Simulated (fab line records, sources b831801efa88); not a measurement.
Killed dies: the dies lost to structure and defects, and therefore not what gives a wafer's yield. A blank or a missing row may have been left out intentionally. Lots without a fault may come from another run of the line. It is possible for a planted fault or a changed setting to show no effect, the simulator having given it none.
Which tool was responsible? ; flow sky130 ; 40 wafers from 14 lots sampled at 2 of the route's 708 steps

WHAT THE GAUGES SHOWED, per wafer
No reading from a measuring or inspecting step in the record can be judged against a usual standard deviation.

WHICH TOOL RAN EACH LOT (tool, then ch and the chambers of the sampled wafers, then the start)
lot;SKY_METAL4_ETCH_16;SKY_PAD_OPEN_PROBE_99
L540;rie_metal-01 ch 0,1, day 42 09:32;-
L541;rie_metal-04 ch 1, day 42 17:17;-
L543;rie_metal-04 ch 0,1, day 42 22:29;-
L542;rie_metal-01 ch 0, day 43 03:59;-
L544;rie_metal-03 ch 0,1, day 43 05:30;prober-02, day 47 04:33
L545;rie_metal-01 ch 1, day 43 13:18;prober-01, day 47 10:34
L546;rie_metal-01 ch 0, day 43 19:39;-
L553;rie_metal-04 ch 0,1, day 45 10:44;prober-01, day 49 01:45
L555;rie_metal-03 ch 0,1, day 46 02:13;-
L556;rie_metal-04 ch 0,1, day 46 07:29;-
L559;rie_metal-03 ch 0,1, day 47 00:30;prober-01, day 50 08:50
L561;rie_metal-01 ch 0,1, day 47 17:11;prober-01, day 50 21:48
L562;rie_metal-01 ch 0, day 47 17:32;prober-02, day 50 22:57
L563;rie_metal-01 ch 0,1, day 47 22:55;-
- SKY_METAL4_ETCH_16: etches BARC in N2/H2, stops on SiO2, time 88.2 s, target depth 60 nm.
- SKY_PAD_OPEN_PROBE_99

AS READ BY THE TOOLS THEMSELVES (means over the sampled wafers that have a number; for cases with no such wafer, the mark the record gives instead)
SKY_METAL4_ETCH_16. Usual: drypump_motor_current_A 5.7 A, standard deviation 0.44; oes_product_au 0.626 a.u., standard deviation 0.0049; run_length_s 116.7 s, standard deviation 0.74; throttle_valve_pct 13.204 %, standard deviation 0.0098.
lot;tool;drypump_motor_current_A (A);oes_product_au (a.u.);run_length_s (s);throttle_valve_pct (%);flag
L540;rie_metal-01;5.5;0.624;116.5;13.202;
L541;rie_metal-04;5.7;0.624;116.4;13.207;
L543;rie_metal-04;6.2;0.627;116.4;13.200;
L542;rie_metal-01;5.6;0.625;116.4;13.192;
L544;rie_metal-03;5.7;0.623;116.7;13.198;
L545;rie_metal-01;5.2;0.688;106.1;13.208;OFF
L546;rie_metal-01;5.7;0.689;105.3;13.212;OFF
L553;rie_metal-04;6.0;0.622;116.4;13.199;
L555;rie_metal-03;5.6;0.635;116.9;13.207;
L556;rie_metal-04;5.9;0.626;116.5;13.197;
L559;rie_metal-03;6.0;0.620;116.8;13.207;
L561;rie_metal-01;5.5;0.627;116.3;13.207;
L562;rie_metal-01;5.7;0.629;116.4;13.208;
L563;rie_metal-01;5.5;0.626;116.4;13.218;

SKY_PAD_OPEN_PROBE_99. Usual: defect_limited_yield 82.4 %, standard deviation 2; killed_at_M0_to_M3 43, standard deviation 6.7; killed_at_M4_up 3.2, standard deviation 2.1; killed_at_contacts 25, standard deviation 5.9; killed_at_front_end 16, standard deviation 4.7; killed_at_other 0.3, standard deviation 0.54; killed_dies 87, standard deviation 9.8; killed_open 47, standard deviation 6.7; killed_short 40, standard deviation 6.5; sort_bin_3_pad_short 0.9 %, standard deviation 0.45; sort_bin_5_function 10.5 %, standard deviation 1.5; sort_bin_6_memory 6.2 %, standard deviation 1.2; sort_n_pass 405, standard deviation 9.8; sort_yield_pct 82.4 %, standard deviation 2.
lot;tool;defect_limited_yield (%);killed_at_M0_to_M3;killed_at_M4_up;killed_at_contacts;killed_at_front_end;killed_at_other;killed_dies;killed_open;killed_short;sort_bin_3_pad_short (%);sort_bin_5_function (%);sort_bin_6_memory (%);sort_n_pass;sort_yield_pct (%);flag
L544;prober-02;82.3;43;2.0;28;14;0.3;87;48;39;0.5;10.8;6.4;405;82.3;
L545;prober-01;82.5;47;7.0;24;8;0.0;86;44;42;1.0;10.7;5.8;406;82.5;
L553;prober-01;81.7;45;1.0;31;13;0.3;90;51;39;1.1;10.7;6.5;402;81.7;
L559;prober-01;82.3;42;3.7;28;14;0.3;87;53;34;0.9;10.9;5.9;405;82.3;
L561;prober-01;84.1;44;2.7;16;13;1.3;78;39;39;1.3;9.4;5.1;414;84.1;
L562;prober-02;83.8;40;2.3;19;18;0.0;80;39;39;0.8;9.4;6.0;412;83.8;

THE ANSWER, worked out from the rows above alone
Rule: lot off if the mean of its wafers having a number is beyond 3 standard deviations from the usual mean. Also off: a lot with no number at a reading for which 4 or more lots have one. All remaining lots with rows at the step are treated as sound. Order of review: gauges by route order, followed by the tools' own readings, for which a lot's mean as printed above is used. The first step at which some lot is off is used, and at that step the reading that is off furthest; a lot without a number counts as furthest.
Off: L545, L546 (SKY_METAL4_ETCH_16, run_length_s).
If a tool, at that step or one of the process steps before it, ran each lot that is off and ran no sound lot following the first of them, it fits. None of those tried fits.

WHAT HAD BEEN PUT IN BY THE SIMULATOR
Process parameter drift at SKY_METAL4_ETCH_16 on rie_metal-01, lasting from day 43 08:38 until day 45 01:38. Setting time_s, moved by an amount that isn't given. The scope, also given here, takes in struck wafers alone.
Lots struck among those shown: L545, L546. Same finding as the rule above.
